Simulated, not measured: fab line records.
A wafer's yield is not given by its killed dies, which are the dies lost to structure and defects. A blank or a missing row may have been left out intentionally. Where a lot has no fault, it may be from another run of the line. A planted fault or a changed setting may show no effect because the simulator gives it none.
The tool behind it: which one? :: flow gf180mcu :: 13 lots, 39 wafers sampled, at 5 steps of a route of 602

WHAT THE GAUGES READ, wafer by wafer
GF_PSD_TW_MEAS_11. Usual: PSD_TW gives 3147 (standard deviation 22).
lot: L969
measured: day 14 05:03
on: film-metro-02
PSD_TW: 3187 3159 3176
flag: 

lot: L970
measured: day 14 09:04
on: film-metro-04
PSD_TW: 3101 3120 3113
flag: 

lot: L977
measured: day 17 02:05
on: film-metro-02
PSD_TW: 3160 3161 3165
flag: 

lot: L978
measured: day 17 07:52
on: film-metro-04
PSD_TW: 3126 3130 3125
flag: 

lot: L979
measured: day 17 22:53
on: film-metro-01
PSD_TW: 3152 3164 3148
flag: 

lot: L980
measured: day 18 15:46
on: film-metro-04
PSD_TW: 3127 3106 3110
flag: 

lot: L982
measured: day 19 07:17
on: film-metro-01
PSD_TW: 3161 3152 3139
flag: 

lot: L984
measured: day 19 22:59
on: film-metro-01
PSD_TW: 3150 3163 3162
flag: 

lot: L988
measured: day 20 20:04
on: film-metro-01
PSD_TW: 3168 3155 3156
flag: 

lot: L991
measured: day 21 20:59
on: film-metro-02
PSD_TW: 3172 3159 3151
flag: 

lot: L992
measured: day 22 02:17
on: film-metro-02
PSD_TW: 3134 3138 3154
flag: 

GF_SAB_CD_MEAS_09 targets a cd of 420 nm. Usual: 419.7 nm for cd-nm, sd 2.2.
lot: L969
measured: day 15 02:28
on: cd-sem-02
cd-nm (nm): 422.0 417.9 419.5
flag: 

lot: L970
measured: day 15 06:34
on: cd-sem-01
cd-nm (nm): 419.4 419.7 418.0
flag: 

lot: L977
measured: day 18 01:43
on: cd-sem-02
cd-nm (nm): 417.1 416.9 416.7
flag: 

lot: L978
measured: day 18 07:58
on: cd-sem-01
cd-nm (nm): 416.7 417.4 417.8
flag: 

lot: L979
measured: day 18 23:06
on: cd-sem-01
cd-nm (nm): 418.9 419.8 420.7
flag: 

lot: L980
measured: day 19 15:44
on: cd-sem-01
cd-nm (nm): 421.8 420.9 422.6
flag: 

lot: L982
measured: day 20 07:44
on: cd-sem-01
cd-nm (nm): 418.5 419.8 415.5
flag: 

lot: L984
measured: day 20 22:48
on: cd-sem-01
cd-nm (nm): 424.0 421.9 421.7
flag: 

lot: L988
measured: day 21 20:14
on: cd-sem-01
cd-nm (nm): 419.0 418.5 418.5
flag: 

lot: L991
measured: day 22 20:38
on: cd-sem-02
cd-nm (nm): 419.2 422.7 422.7
flag: 

lot: L992
measured: day 23 02:11
on: cd-sem-01
cd-nm (nm): 418.1 419.6 421.9
flag: 

GF_SAB_OVL_MEAS_10. Usual: SAB_OVL gives -0.1 nm (standard deviation 1.3).
lot: L969
measured: day 15 02:35
on: overlay-01
SAB_OVL (nm): 1.7 1.7 0.6
flag: 

lot: L970
measured: day 15 06:40
on: overlay-01
SAB_OVL (nm): 0.3 1.3 0.3
flag: 

lot: L977
measured: day 18 01:47
on: overlay-02
SAB_OVL (nm): 1.7 0.7 1.0
flag: 

lot: L978
measured: day 18 08:02
on: overlay-02
SAB_OVL (nm): -2.6 -1.5 -1.5
flag: 

lot: L979
measured: day 18 23:13
on: overlay-02
SAB_OVL (nm): 1.2 0.3 0.2
flag: 

lot: L980
measured: day 19 15:52
on: overlay-01
SAB_OVL (nm): -3.0 -1.8 -0.7
flag: 

lot: L982
measured: day 20 07:50
on: overlay-01
SAB_OVL (nm): 1.1 0.5 -0.5
flag: 

lot: L984
measured: day 20 22:55
on: overlay-02
SAB_OVL (nm): -0.3 -0.5 -0.8
flag: 

lot: L988
measured: day 21 20:20
on: overlay-02
SAB_OVL (nm): 0.4 1.0 1.1
flag: 

lot: L991
measured: day 22 20:44
on: overlay-01
SAB_OVL (nm): 1.0 0.9 -1.2
flag: 

lot: L992
measured: day 23 02:16
on: overlay-01
SAB_OVL (nm): -2.0 -3.3 -2.9
flag: 

TOOL THAT RAN EACH LOT (tool first, then ch and the chambers of the sampled wafers, then the start)
lot: L969
GF_STI_ETCH_13: rie-diel-02 ch 0,1,2, day 2 00:47
GF_STI_STRIP_15: plasma-asher-01 ch 0,1, day 2 00:56

lot: L970
GF_STI_ETCH_13: rie-diel-04 ch 0,1, day 2 06:17
GF_STI_STRIP_15: plasma-asher-01 ch 0,1, day 2 06:26

lot: L977
GF_STI_ETCH_13: rie-diel-02 ch 0,2,3, day 3 18:22
GF_STI_STRIP_15: plasma-asher-01 ch 0,1, day 3 18:33

lot: L978
GF_STI_ETCH_13: rie-diel-03 ch 0,3, day 3 22:56
GF_STI_STRIP_15: plasma-asher-02 ch 0,1, day 3 23:07

lot: L979
GF_STI_ETCH_13: rie-diel-02 ch 0,2,3, day 4 04:26
GF_STI_STRIP_15: plasma-asher-03 ch 0,1, day 4 04:35

lot: L980
GF_STI_ETCH_13: rie-diel-03 ch 0,2, day 4 10:11
GF_STI_STRIP_15: plasma-asher-03 ch 0,1, day 4 10:20

lot: L982
GF_STI_ETCH_13: rie-diel-04 ch 1,2,3, day 4 20:02
GF_STI_STRIP_15: plasma-asher-02 ch 0,1, day 4 20:13

lot: L984
GF_STI_ETCH_13: rie-diel-03 ch 0,2,3, day 5 10:05
GF_STI_STRIP_15: plasma-asher-03 ch 0,1, day 5 10:14

lot: L987
GF_STI_ETCH_13: rie-diel-04 ch 0,1,3, day 5 23:08
GF_STI_STRIP_15: plasma-asher-02 ch 1, day 5 23:17

lot: L986
GF_STI_ETCH_13: rie-diel-03 ch 0,2, day 5 23:20
GF_STI_STRIP_15: plasma-asher-03 ch 0,1, day 5 23:31

lot: L988
GF_STI_ETCH_13: rie-diel-02 ch 0,2,3, day 6 04:17
GF_STI_STRIP_15: plasma-asher-01 ch 0,1, day 6 04:28

lot: L991
GF_STI_ETCH_13: rie-diel-04 ch 0,1,2, day 6 19:49
GF_STI_STRIP_15: plasma-asher-02 ch 0,1, day 6 20:00

lot: L992
GF_STI_ETCH_13: rie-diel-03 ch 0,3, day 7 00:10
GF_STI_STRIP_15: plasma-asher-02 ch 0,1, day 7 00:21
- GF_STI_ETCH_13: etches the open film in CHF3/O2, stops on Si, target depth 282.31 nm, time 112.9 s.
- GF_STI_STRIP_15: strips in O2/N2.

WHAT THE TOOLS THEMSELVES READ (means of the sampled wafers that have a number; where no wafer has one, the mark that the record gives instead)
GF_STI_ETCH_13. Usual: O2_flow_sccm 5.003 sccm, standard deviation 0.015; bias-w 199.9 W, standard deviation 0.55; chf3-flow-sccm 50.01 sccm, standard deviation 0.15; drypump-motor-current-A 5.6 A, standard deviation 0.39; oes-product-au 0.832 a.u., standard deviation 0.0061; throttle-valve-pct 8.810 %, standard deviation 0.009.
lot: L969
tool: rie-diel-02
O2_flow_sccm (sccm): 4.991
bias-w (W): 199.7
chf3-flow-sccm (sccm): 49.96
drypump-motor-current-A (A): 5.5
oes-product-au (a.u.): 0.831
throttle-valve-pct (%): 8.810
flag: 

lot: L970
tool: rie-diel-04
O2_flow_sccm (sccm): 5.002
bias-w (W): 199.7
chf3-flow-sccm (sccm): 49.98
drypump-motor-current-A (A): 5.5
oes-product-au (a.u.): 0.829
throttle-valve-pct (%): 8.818
flag: 

lot: L977
tool: rie-diel-02
O2_flow_sccm (sccm): 5.005
bias-w (W): 199.9
chf3-flow-sccm (sccm): 50.00
drypump-motor-current-A (A): 5.9
oes-product-au (a.u.): 0.838
throttle-valve-pct (%): 8.814
flag: 

lot: L978
tool: rie-diel-03
O2_flow_sccm (sccm): 4.995
bias-w (W): 200.3
chf3-flow-sccm (sccm): 49.98
drypump-motor-current-A (A): 5.3
oes-product-au (a.u.): 0.836
throttle-valve-pct (%): 8.817
flag: 

lot: L979
tool: rie-diel-02
O2_flow_sccm (sccm): 4.997
bias-w (W): 199.3
chf3-flow-sccm (sccm): 50.01
drypump-motor-current-A (A): 5.9
oes-product-au (a.u.): 0.834
throttle-valve-pct (%): 8.810
flag: 

lot: L980
tool: rie-diel-03
O2_flow_sccm (sccm): 5.019
bias-w (W): 200.2
chf3-flow-sccm (sccm): 50.07
drypump-motor-current-A (A): 5.2
oes-product-au (a.u.): 0.825
throttle-valve-pct (%): 8.804
flag: 

lot: L982
tool: rie-diel-04
O2_flow_sccm (sccm): 5.022
bias-w (W): 199.9
chf3-flow-sccm (sccm): 50.07
drypump-motor-current-A (A): 6.0
oes-product-au (a.u.): 0.835
throttle-valve-pct (%): 8.808
flag: 

lot: L984
tool: rie-diel-03
O2_flow_sccm (sccm): 4.996
bias-w (W): 200.2
chf3-flow-sccm (sccm): 49.98
drypump-motor-current-A (A): 5.3
oes-product-au (a.u.): 0.823
throttle-valve-pct (%): 8.809
flag: 

lot: L987
tool: rie-diel-04
O2_flow_sccm (sccm): -
bias-w (W): -
chf3-flow-sccm (sccm): -
drypump-motor-current-A (A): -
oes-product-au (a.u.): -
throttle-valve-pct (%): -
flag: OFF

lot: L986
tool: rie-diel-03
O2_flow_sccm (sccm): -
bias-w (W): -
chf3-flow-sccm (sccm): -
drypump-motor-current-A (A): -
oes-product-au (a.u.): -
throttle-valve-pct (%): -
flag: OFF

lot: L988
tool: rie-diel-02
O2_flow_sccm (sccm): 5.003
bias-w (W): 200.1
chf3-flow-sccm (sccm): 49.88
drypump-motor-current-A (A): 5.9
oes-product-au (a.u.): 0.829
throttle-valve-pct (%): 8.816
flag: 

lot: L991
tool: rie-diel-04
O2_flow_sccm (sccm): 5.019
bias-w (W): 200.0
chf3-flow-sccm (sccm): 50.07
drypump-motor-current-A (A): 5.9
oes-product-au (a.u.): 0.830
throttle-valve-pct (%): 8.807
flag: 

lot: L992
tool: rie-diel-03
O2_flow_sccm (sccm): 4.997
bias-w (W): 199.7
chf3-flow-sccm (sccm): 50.03
drypump-motor-current-A (A): 5.3
oes-product-au (a.u.): 0.838
throttle-valve-pct (%): 8.813
flag: 

GF_STI_STRIP_15. Usual: drypump-motor-current-A 5.9 A, standard deviation 0.75; heater-power-w 361 W, standard deviation 38; n2-flow-sccm 300.2 sccm, standard deviation 0.98; o2-flow-sccm 2999 sccm, standard deviation 9; oes-product-au 0.385 a.u., standard deviation 0.005; strip-time-to-endpoint-s 3.73 s, standard deviation 0.055.
lot: L969
tool: plasma-asher-01
drypump-motor-current-A (A): 6.1
heater-power-w (W): 347
n2-flow-sccm (sccm): 301.0
o2-flow-sccm (sccm): 3008
oes-product-au (a.u.): 0.385
strip-time-to-endpoint-s (s): 3.71
flag: 

lot: L970
tool: plasma-asher-01
drypump-motor-current-A (A): 5.4
heater-power-w (W): 323
n2-flow-sccm (sccm): 300.1
o2-flow-sccm (sccm): 3002
oes-product-au (a.u.): 0.389
strip-time-to-endpoint-s (s): 3.72
flag: 

lot: L977
tool: plasma-asher-01
drypump-motor-current-A (A): 6.1
heater-power-w (W): 338
n2-flow-sccm (sccm): 300.1
o2-flow-sccm (sccm): 2998
oes-product-au (a.u.): 0.383
strip-time-to-endpoint-s (s): 3.72
flag: 

lot: L978
tool: plasma-asher-02
drypump-motor-current-A (A): 6.2
heater-power-w (W): 401
n2-flow-sccm (sccm): 299.3
o2-flow-sccm (sccm): 3010
oes-product-au (a.u.): 0.388
strip-time-to-endpoint-s (s): 3.80
flag: 

lot: L979
tool: plasma-asher-03
drypump-motor-current-A (A): 5.8
heater-power-w (W): 340
n2-flow-sccm (sccm): 300.4
o2-flow-sccm (sccm): 2999
oes-product-au (a.u.): 0.381
strip-time-to-endpoint-s (s): 3.64
flag: 

lot: L980
tool: plasma-asher-03
drypump-motor-current-A (A): 5.5
heater-power-w (W): 350
n2-flow-sccm (sccm): 299.4
o2-flow-sccm (sccm): 3005
oes-product-au (a.u.): 0.386
strip-time-to-endpoint-s (s): 3.72
flag: 

lot: L982
tool: plasma-asher-02
drypump-motor-current-A (A): 6.2
heater-power-w (W): 407
n2-flow-sccm (sccm): 300.2
o2-flow-sccm (sccm): 3000
oes-product-au (a.u.): 0.386
strip-time-to-endpoint-s (s): 3.75
flag: 

lot: L984
tool: plasma-asher-03
drypump-motor-current-A (A): 5.8
heater-power-w (W): 337
n2-flow-sccm (sccm): 299.7
o2-flow-sccm (sccm): 3004
oes-product-au (a.u.): 0.384
strip-time-to-endpoint-s (s): 3.75
flag: 

lot: L987
tool: plasma-asher-02
drypump-motor-current-A (A): 6.6
heater-power-w (W): 409
n2-flow-sccm (sccm): 299.8
o2-flow-sccm (sccm): 3007
oes-product-au (a.u.): 0.486
strip-time-to-endpoint-s (s): 6.24
flag: OFF

lot: L986
tool: plasma-asher-03
drypump-motor-current-A (A): 5.5
heater-power-w (W): 345
n2-flow-sccm (sccm): 298.9
o2-flow-sccm (sccm): 2995
oes-product-au (a.u.): 0.491
strip-time-to-endpoint-s (s): 6.24
flag: OFF

lot: L988
tool: plasma-asher-01
drypump-motor-current-A (A): 6.1
heater-power-w (W): 342
n2-flow-sccm (sccm): 300.2
o2-flow-sccm (sccm): 2997
oes-product-au (a.u.): 0.382
strip-time-to-endpoint-s (s): 3.68
flag: 

lot: L991
tool: plasma-asher-02
drypump-motor-current-A (A): 6.4
heater-power-w (W): 411
n2-flow-sccm (sccm): 300.6
o2-flow-sccm (sccm): 3006
oes-product-au (a.u.): 0.382
strip-time-to-endpoint-s (s): 3.70
flag: 

lot: L992
tool: plasma-asher-02
drypump-motor-current-A (A): 6.4
heater-power-w (W): 411
n2-flow-sccm (sccm): 300.2
o2-flow-sccm (sccm): 2996
oes-product-au (a.u.): 0.387
strip-time-to-endpoint-s (s): 3.75
flag: 

THE ANSWER, worked out from the rows above alone
Rule: take the mean of a lot's wafers that have a number; if it is more than 3 standard deviations from the usual mean, the lot is off. Also off: a lot with no number at a reading for which 4 or more lots have one. The other lots that the step has rows for count as sound. After the gauges, taken in route order, come the tools' own readings; for these a lot's mean is taken, as printed above. The first step at which some lot is off is used, and at that step the reading that is off furthest; a lot without a number counts as furthest.
Off: L987, L986, at GF_STI_ETCH_13 (O2_flow_sccm). Without a number there: L987, L986.
If a tool, at that step or one of the process steps before it, ran each lot that is off and ran no sound lot following the first of them, it fits. Not one of the candidates tried fits.

WHAT THE SIMULATOR HAD INSERTED
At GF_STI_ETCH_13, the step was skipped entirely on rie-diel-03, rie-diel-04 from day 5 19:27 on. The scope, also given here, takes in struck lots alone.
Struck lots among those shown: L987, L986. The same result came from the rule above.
